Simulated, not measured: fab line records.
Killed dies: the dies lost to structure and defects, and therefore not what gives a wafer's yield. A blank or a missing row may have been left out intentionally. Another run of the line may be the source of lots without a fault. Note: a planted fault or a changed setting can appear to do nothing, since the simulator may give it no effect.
The tool behind it: which one? -- flow sky130 -- 6 lots with 18 wafers sampled at 4 steps, on a route of 708 steps

== WHAT EACH GAUGE READ, for each wafer ==
SKY_VIA1_THK_MEAS_01.
lot,measured,on,VIA1_HDPCVD_THK (nm)
L357,day 33 00:36,film metro-03,1012 1035 1037
L362,day 35 00:48,film metro-03,1133 1028 1032
L372,day 38 14:04,film metro-03,1031 1030 1029
L368,day 38 22:01,film metro-02,1024 1011 1022
L375,day 39 00:31,film metro-03,1017 1026 1014
L378,day 40 14:10,film metro-03,1028 1048 1026

== WHAT TOOL EACH LOT RAN ON (gives the tool, then ch and the chambers of the sampled wafers, and finally the start) ==
lot,SKY_SD_N_STRIP_11,SKY_LOCAL_INTERCONNECT_STRIP_15,SKY_VIA1_HDPCVD_00
L357,"plasma asher-04 ch 0,1, day 28 02:10","plasma asher-02 ch 0,1, day 30 14:14","hdpcvd-02 ch 0,1,2, day 33 00:29"
L362,"plasma asher-03 ch 0,1, day 30 12:58","plasma asher-02 ch 0,1, day 32 22:20","hdpcvd-02 ch 0,1,2, day 35 00:41"
L372,"plasma asher-03 ch 0,1, day 34 03:46","plasma asher-01 ch 0,1, day 36 11:02","hdpcvd-02 ch 0,2, day 38 13:57"
L368,"plasma asher-04 ch 0, day 34 06:19","plasma asher-02 ch 0,1, day 36 12:53","hdpcvd-02 ch 0,2, day 38 21:54"
L375,"plasma asher-04 ch 0,1, day 34 11:10","plasma asher-04 ch 0,1, day 36 17:19","hdpcvd-02 ch 1,2, day 39 00:21"
L378,"plasma asher-03 ch 0,1, day 35 23:38","plasma asher-04 ch 0,1, day 38 06:11","hdpcvd-02 ch 0,2, day 40 14:04"
- SKY_SD_N_STRIP_11: strips in O2/N2.
- SKY_LOCAL_INTERCONNECT_STRIP_15: strips in O2/N2.
- SKY_VIA1_HDPCVD_00: deposits SiO2, target thk 1030 nm, time 171.7 s.

== THE ANSWER, worked out from the rows above alone ==
Rule: what is usual is taken from the lots themselves. The widest of any qualifying gaps counts: lots, ordered by their means at a reading, are off when they make up no more than a third of the lots, leave a main group of 4 or more, and stand apart from it by 3 or more times the standard deviation of that group's means. A main group is skipped when, at the precision printed for the reading in the tables above, its means are all equal. Also off: a lot with no number at a reading for which 4 or more lots have one. Where the step has rows for the other lots, those lots are counted as sound.
Off: at SKY_VIA1_THK_MEAS_01 (VIA1_HDPCVD_THK), L362. For the main group the mean is 1026 nm and the standard deviation 6.
A tool fits if, at a process step before that reading, it ran every lot that is off, and no sound lot after the first of them. Gauges at SKY_VIA1_THK_MEAS_01: tried the same way as those tools. No candidate that was tried fits.

== WHAT HAD BEEN PUT IN BY THE SIMULATOR ==
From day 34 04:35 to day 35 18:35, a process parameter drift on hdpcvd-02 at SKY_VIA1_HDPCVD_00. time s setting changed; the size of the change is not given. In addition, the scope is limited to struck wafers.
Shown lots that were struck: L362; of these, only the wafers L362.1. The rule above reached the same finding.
